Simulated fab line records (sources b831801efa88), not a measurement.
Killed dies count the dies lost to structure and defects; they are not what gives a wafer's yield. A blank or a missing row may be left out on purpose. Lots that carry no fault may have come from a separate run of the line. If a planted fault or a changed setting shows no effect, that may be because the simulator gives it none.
A lot that was struck, set against a sound lot | flow sky130 | 14 out of 708 route steps
Sound: the wafers L867.1, L867.4, L867.6. The struck wafers were L872.1, L872.2, L872.4. The cause comes at the end.
At each step with rows: each side's tool, then ch and its chambers, then its first start. Under that, the readings that differ: sound wafers | struck wafers | difference of the means | sigmas: that difference in standard deviations of wafers without a fault.
alike: readings with means less than 2 such deviations apart, plus words and numbers identical on both sides. not compared: withheld readings, readings lacking a value on some wafer, bounds such as >300 that could conceal the same value, and numbers that have no deviation in the record and whose values overlap.
Wherever a step has rows on one side only, a row that says differs or no value, or a row with sigmas, the two part there. Numbers that have no deviation but don't overlap get no sigmas and don't part them. A reading missing from all wafers of one side parts the sides only when that side holds two or more wafers.

first, 3 steps without rows for these wafers: SKY_LDD_P_EXPOSE_04 (exposes mask PSDM, target cd 380 nm); SKY_LDD_P_PEB_05; SKY_LDD_P_DEVELOP_06 (develop time 60 s).
SKY_LDD_P_CD_MEAS_07: target cd 380 nm.
  sound on cd_sem-02 at day 18 18:09; struck on cd_sem-01 at day 21 09:45
  alike: cd_nm
SKY_LDD_P_OVL_MEAS_08:
  sound on overlay-01 at day 18 18:16; struck on overlay-01 at day 21 09:52
  alike: LDD_P_OVL
after that, 1 step had no rows for these wafers: SKY_LDD_P_IMPLANT_09.
SKY_LDD_P_STRIP_10: strips in O2/N2.
  sound on plasma_asher-04 ch 0,1, day 18 18:28; struck on plasma_asher-04 ch 0,1, day 21 10:04
  alike: drypump_motor_current_A, oes_product_au, strip_time_to_endpoint_s
  not compared: rf_hours_counter_h
SKY_LDD_P_TW_MEAS_11:
  sound on film_metro-02 at day 18 18:34; struck on film_metro-03 at day 21 10:10
  alike: LDD_P_TW
then, 4 steps without rows for these wafers: SKY_LDD_HVN_DEHYDRATE_00 (time 60 s); SKY_LDD_HVN_HMDS_01 (prime time 60 s); SKY_LDD_HVN_COAT_02 (resist thk 300 nm); SKY_LDD_HVN_SOFTBAKE_03 (time 60 s).
SKY_LDD_HVN_EXPOSE_04: exposes mask HVNTM, target cd 700 nm.
  struck on iline_stepper-01, day 22 01:08; sound on iline_stepper-01 ch 0, day 19 08:52
  no value came back on the struck wafers for exposure_dose_mJ_cm2, focus_offset_nm (nm); on the sound wafers exposure_dose_mJ_cm2 reads 126.96 127.15 126.96
  alike: mask
after that, 1 step had no rows for these wafers: SKY_LDD_HVN_PEB_05.

== WHERE THEY PART ==
SKY_LDD_HVN_EXPOSE_04 only, going by this record.

WHY: what had been put in by the simulator
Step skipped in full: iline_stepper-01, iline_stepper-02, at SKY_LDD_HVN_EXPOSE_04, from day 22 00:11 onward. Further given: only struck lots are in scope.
